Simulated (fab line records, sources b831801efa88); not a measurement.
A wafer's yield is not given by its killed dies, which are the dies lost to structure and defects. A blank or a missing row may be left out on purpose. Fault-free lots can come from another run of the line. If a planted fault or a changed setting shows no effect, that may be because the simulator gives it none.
Chamber matching + flow sky130 + SKY_VIA4_CMP_02 on cmp-01 has 4 sister chambers
The step polishes SiO2. 8 wafers are shown with their chamber, then 12 later ones without.

## EACH WAFER AND ITS CHAMBER
| wafer  | chamber | motor_current_A (A) | platen_rpm (rpm) |
|--------|---------|---------------------|------------------|
| L083.6 | 0       | 9.4                 | 60.05            |
| L086.6 | 2       | 12.6                | 60.05            |
| L087.2 | 3       | 12.6                | 60.01            |
| L087.3 | 1       | 10.0                | 60.01            |
| L087.6 | 3       | 12.3                | 60.01            |
| L088.1 | 2       | 12.7                | 60.09            |
| L088.2 | 1       | 10.3                | 59.94            |
| L088.6 | 0       | 10.1                | 60.03            |

## WAFERS WITHOUT THEIR CHAMBER
| wafer  | motor_current_A (A) | platen_rpm (rpm) |
|--------|---------------------|------------------|
| L090.1 | 9.6                 | 59.95            |
| L090.3 | 12.3                | 59.94            |
| L090.5 | 11.9                | 60.00            |
| L091.1 | 9.9                 | 59.98            |
| L091.2 | 9.6                 | 60.00            |
| L091.6 | 12.8                | 60.02            |
| L092.1 | 10.1                | 59.99            |
| L092.4 | 11.8                | 60.00            |
| L092.6 | 9.7                 | 60.02            |
| L096.1 | 9.8                 | 60.05            |
| L096.2 | 13.0                | 60.03            |
| L096.6 | 9.6                 | 59.98            |

## WHICH CHAMBER EACH WENT THROUGH
| wafer  | from the rows above     | in truth                   |
|--------|-------------------------|----------------------------|
| L090.1 | can't be placed: 1 or 0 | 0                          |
| L090.3 | 3                       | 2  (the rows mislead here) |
| L090.5 | can't be placed: 3 or 2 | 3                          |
| L091.1 | can't be placed: 1 or 0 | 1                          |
| L091.2 | can't be placed: 0 or 1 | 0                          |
| L091.6 | can't be placed: 3 or 2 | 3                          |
| L092.1 | can't be placed: 1 or 0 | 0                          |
| L092.4 | can't be placed: 3 or 2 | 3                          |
| L092.6 | can't be placed: 0 or 1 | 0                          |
| L096.1 | 0                       | 0                          |
| L096.2 | can't be placed: 2 or 3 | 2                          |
| L096.6 | can't be placed: 1 or 0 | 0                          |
Correct placement for 1 of the 12. Not placeable from these rows: 10 (in 10, the candidates include the true chamber). Number placed wrongly: 1.
How it was worked out, from the rows above alone: a wafer's distance from a chamber is the root of the sum, over the readings, of the square of ((its reading less the chamber's mean) divided by the reading's scatter). The wafer belongs to the nearest chamber; if the next one is less than 2 further off, it can't be placed. For every chamber, the mean is computed from those of its wafers that are shown. The scatter: the root of (the sum of the squares of (reading less its chamber's mean) over the shown wafers, divided by (wafers less chambers)).
